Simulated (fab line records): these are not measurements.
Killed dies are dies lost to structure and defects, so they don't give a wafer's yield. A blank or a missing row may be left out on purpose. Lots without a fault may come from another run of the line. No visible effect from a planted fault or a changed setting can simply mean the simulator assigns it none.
Matching of chambers	flow sky130	SKY_FIELD_ISO_ETCH_14 on rie_diel-02: 4 sister chambers
The step etches BARC in N2/H2, stops on SiO2, time 45.9 s, target depth 60 nm. 4 wafers are shown with their chamber, then 8 later ones without.

## WAFERS WITH THEIR CHAMBER
wafer	chamber	drypump_motor_current_A (A)
L079.5	2	5.5
L081.6	1	5.6
L087.6	0	5.7
L090.2	3	6.6

## WAFERS MISSING THEIR CHAMBER
wafer	drypump_motor_current_A (A)
L090.4	5.7
L090.6	5.6
L093.3	5.7
L093.4	5.5
L093.6	6.6
L096.2	5.6
L096.4	6.6
L096.5	5.8

## WHICH CHAMBER EACH WENT THROUGH
wafer	from the rows above	in truth
L090.4	0	0
L090.6	1	1
L093.3	0	0
L093.4	2	2
L093.6	3	3
L096.2	1	1
L096.4	3	3
L096.5	0	0
Placed correctly: 8 of 8. Can't be placed from these rows: 0. Wrongly placed: 0.
How it was worked out, from the rows above alone: a wafer's distance from a chamber is the root of the sum, over the readings, of the square of ((its reading less the chamber's mean) divided by the reading's scatter). If the next closest chamber is less than 2 further off than the closest, the wafer can't be placed; otherwise it belongs to the closest. A chamber's mean is the mean of its shown wafers. The scatter (one wafer shown for each chamber): square how far every hidden wafer sits from the nearest shown wafer, average those squares and take the square root.
